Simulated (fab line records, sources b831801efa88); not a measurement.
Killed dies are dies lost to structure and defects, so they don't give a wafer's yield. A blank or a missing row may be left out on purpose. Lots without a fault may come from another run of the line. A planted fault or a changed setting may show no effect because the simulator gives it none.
Chamber matching | flow sky130 | SKY_SPACER_ETCHBACK_02 on rie_diel-02: 4 sister chambers
The step etches Si3N4 in CH3F/O2, stops on SiO2, time 46.7 s, target depth 45 nm. 8 wafers are shown with their chamber, then 7 later ones without.

WAFERS WITH THEIR CHAMBER
wafer  | chamber | oes_product_au (a.u.) | throttle_valve_pct (%)
L077.2 | 0       | 0.847                 | 10.551
L078.5 | 3       | 0.858                 | 10.556
L085.1 | 3       | 0.850                 | 10.564
L085.2 | 0       | 0.852                 | 10.565
L086.1 | 2       | 0.862                 | 10.558
L086.6 | 1       | 0.856                 | 10.567
L091.1 | 1       | 0.858                 | 10.560
L091.5 | 2       | 0.850                 | 10.566

WAFERS WITHOUT THEIR CHAMBER
wafer  | oes_product_au (a.u.) | throttle_valve_pct (%)
L091.6 | 0.851                 | 10.551
L095.2 | 0.850                 | 10.551
L095.3 | 0.853                 | 10.551
L095.5 | 0.852                 | 10.551
L096.1 | 0.865                 | 10.553
L096.3 | 0.862                 | 10.562
L096.4 | 0.867                 | 10.563

WHICH CHAMBER EACH WENT THROUGH
wafer  | from the rows above               | in truth
L091.6 | can't be placed: 0 or 3 or 2 or 1 | 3
L095.2 | can't be placed: 0 or 3 or 2 or 1 | 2
L095.3 | can't be placed: 0 or 3 or 2 or 1 | 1
L095.5 | can't be placed: 0 or 3 or 2 or 1 | 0
L096.1 | can't be placed: 2 or 1 or 3 or 0 | 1
L096.3 | can't be placed: 1 or 2 or 3 or 0 | 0
L096.4 | can't be placed: 1 or 2 or 3 or 0 | 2
Placed correctly: 0 of 7. Can't be placed from these rows: 7 (the true chamber is among the candidates in 7). Placed wrongly: 0.
How it was worked out, from the rows above alone: a wafer's distance from a chamber is the root of the sum, over the readings, of the square of ((its reading less the chamber's mean) divided by the reading's scatter). The wafer belongs to the nearest chamber; if the next one is less than 2 further off, it can't be placed. A chamber's mean is the mean of its shown wafers. The scatter: the root of (the sum of the squares of (reading less its chamber's mean) over the shown wafers, divided by (wafers less chambers)).
